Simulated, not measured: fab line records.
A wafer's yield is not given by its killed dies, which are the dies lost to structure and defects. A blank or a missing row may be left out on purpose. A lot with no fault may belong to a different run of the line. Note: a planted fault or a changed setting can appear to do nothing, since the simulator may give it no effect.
Which tool was responsible? + flow sky130 + 6 lots, 18 wafers sampled, at 2 steps of a route of 708

## WHAT THE GAUGES SHOWED, per wafer
SKY_SD_N_CD_MEAS_07: target cd 380 nm.
| lot  | measured     | on        | cd-nm (nm)        |
|------|--------------|-----------|-------------------|
| L865 | day 27 17:00 | cd-sem-01 | 380.9 379.4 379.7 |
| L868 | day 30 16:16 | cd-sem-02 | 379.7 380.6 380.6 |
| L877 | day 32 10:55 | cd-sem-02 | 380.2 380.1 379.5 |
| L883 | day 34 01:08 | cd-sem-01 | 379.6 378.1 378.4 |
| L885 | day 34 20:32 | cd-sem-02 | 381.4 381.4 382.0 |
| L887 | day 35 08:46 | cd-sem-01 | 379.6 380.0 378.7 |

## WHICH TOOL RAN EACH LOT (tool, then ch and the chambers of the sampled wafers, then the start)
| lot  | SKY_POLY_CUT_STRIP_12                |
|------|--------------------------------------|
| L865 | plasma-asher-03 ch 0,1, day 24 00:31 |
| L868 | plasma-asher-03 ch 0,1, day 27 03:17 |
| L877 | plasma-asher-04 ch 0,1, day 28 23:48 |
| L883 | plasma-asher-03 ch 0,1, day 30 14:58 |
| L885 | plasma-asher-03 ch 1, day 31 12:10   |
| L887 | plasma-asher-04 ch 0,1, day 32 01:13 |
- SKY_POLY_CUT_STRIP_12: strips in O2/N2.

## THE ANSWER, worked out from the rows above alone
Rule: the usual values come from the lots themselves. Put in order of their means at a reading, lots are off if they are a third of the lots or fewer, leave a main group of 4 or more, and stand apart from it by a gap of 3 or more times the standard deviation of the main group's means; of several such gaps the widest counts. A main group is skipped when, at the precision printed for the reading in the tables above, its means are all equal. A lot without any number at a reading at which 4 lots or more have one is off too. The other lots that the step has rows for count as sound.
None of the lots is off at any reading shown; this tells nothing.

## WHAT WAS PUT IN BY THE SIMULATOR
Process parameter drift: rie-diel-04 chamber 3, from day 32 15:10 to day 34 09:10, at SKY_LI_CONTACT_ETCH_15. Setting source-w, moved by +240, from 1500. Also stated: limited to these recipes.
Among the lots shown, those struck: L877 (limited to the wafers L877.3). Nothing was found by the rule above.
